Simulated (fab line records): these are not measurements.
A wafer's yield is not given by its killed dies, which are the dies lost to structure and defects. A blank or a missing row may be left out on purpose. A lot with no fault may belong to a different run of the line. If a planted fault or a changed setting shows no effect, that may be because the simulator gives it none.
Chamber matching :: flow sky130 :: 4 sister chambers for SKY_FIELD_ISO_ETCH_17 on rie_si-02
The step etches Si in HBr/Cl2/O2, target depth 342 nm, time 97.7 s. 14 wafers are shown with their chamber, then 7 later ones without.

## EACH WAFER AND ITS CHAMBER
wafer: L458.1
chamber: 1
drypump_motor_current_A (A): 5.1
run_length_s (s): 125.8
HBr_flow_sccm (sccm): 150.3

wafer: L458.4
chamber: 3
drypump_motor_current_A (A): 5.9
run_length_s (s): 126.2
HBr_flow_sccm (sccm): 150.2

wafer: L458.5
chamber: 2
drypump_motor_current_A (A): 5.6
run_length_s (s): 125.6
HBr_flow_sccm (sccm): 150.5

wafer: L462.2
chamber: 2
drypump_motor_current_A (A): 5.6
run_length_s (s): 126.2
HBr_flow_sccm (sccm): 149.7

wafer: L462.5
chamber: 0
drypump_motor_current_A (A): 6.4
run_length_s (s): 125.9
HBr_flow_sccm (sccm): 149.8

wafer: L462.6
chamber: 1
drypump_motor_current_A (A): 5.0
run_length_s (s): 126.3
HBr_flow_sccm (sccm): 150.6

wafer: L463.4
chamber: 1
drypump_motor_current_A (A): 5.1
run_length_s (s): 125.8
HBr_flow_sccm (sccm): 150.1

wafer: L463.5
chamber: 2
drypump_motor_current_A (A): 5.6
run_length_s (s): 125.7
HBr_flow_sccm (sccm): 150.0

wafer: L463.6
chamber: 1
drypump_motor_current_A (A): 5.0
run_length_s (s): 125.5
HBr_flow_sccm (sccm): 150.2

wafer: L465.1
chamber: 2
drypump_motor_current_A (A): 5.6
run_length_s (s): 126.1
HBr_flow_sccm (sccm): 150.0

wafer: L465.4
chamber: 0
drypump_motor_current_A (A): 6.4
run_length_s (s): 126.1
HBr_flow_sccm (sccm): 149.9

wafer: L465.5
chamber: 3
drypump_motor_current_A (A): 5.9
run_length_s (s): 126.4
HBr_flow_sccm (sccm): 150.0

wafer: L466.2
chamber: 3
drypump_motor_current_A (A): 5.9
run_length_s (s): 126.3
HBr_flow_sccm (sccm): 150.1

wafer: L466.3
chamber: 1
drypump_motor_current_A (A): 5.0
run_length_s (s): 125.4
HBr_flow_sccm (sccm): 149.8

SIGNATURES (means of the wafers above)
reading: drypump_motor_current_A
chamber 0: 6.400
chamber 1: 5.040
chamber 2: 5.600
chamber 3: 5.900
scatter within a chamber: 0.0346

reading: run_length_s
chamber 0: 126.000
chamber 1: 125.760
chamber 2: 125.900
chamber 3: 126.300
scatter within a chamber: 0.281

reading: HBr_flow_sccm
chamber 0: 149.850
chamber 1: 150.200
chamber 2: 150.050
chamber 3: 150.100
scatter within a chamber: 0.264
Rule: distance of a wafer from a chamber = root of the sum over the readings of ((wafer's reading minus chamber's mean) / reading's scatter) squared. The wafer belongs to the nearest chamber; if the next one is less than 2 further off, it can't be placed. The scatter: the root of (the sum of the squares of (reading less its chamber's mean) over the shown wafers, divided by (wafers less chambers)).

## WAFERS WITH NO CHAMBER GIVEN
wafer: L466.4
drypump_motor_current_A (A): 6.4
run_length_s (s): 125.8
HBr_flow_sccm (sccm): 149.6

wafer: L470.2
drypump_motor_current_A (A): 5.0
run_length_s (s): 125.7
HBr_flow_sccm (sccm): 150.1

wafer: L470.4
drypump_motor_current_A (A): 6.4
run_length_s (s): 125.7
HBr_flow_sccm (sccm): 150.2

wafer: L470.6
drypump_motor_current_A (A): 5.1
run_length_s (s): 126.0
HBr_flow_sccm (sccm): 149.4

wafer: L480.2
drypump_motor_current_A (A): 5.6
run_length_s (s): 126.1
HBr_flow_sccm (sccm): 150.4

wafer: L480.3
drypump_motor_current_A (A): 6.4
run_length_s (s): 125.8
HBr_flow_sccm (sccm): 150.2

wafer: L480.6
drypump_motor_current_A (A): 5.6
run_length_s (s): 125.8
HBr_flow_sccm (sccm): 150.6

## WHICH CHAMBER EACH WENT THROUGH
wafer: L466.4
from the rows above: 0
in truth: 0

wafer: L470.2
from the rows above: 1
in truth: 1

wafer: L470.4
from the rows above: 0
in truth: 0

wafer: L470.6
from the rows above: 1
in truth: 1

wafer: L480.2
from the rows above: 2
in truth: 2

wafer: L480.3
from the rows above: 0
in truth: 0

wafer: L480.6
from the rows above: 2
in truth: 2
Placed correctly: 7 of 7. From these rows, 0 cannot be placed. Placed wrongly: 0.
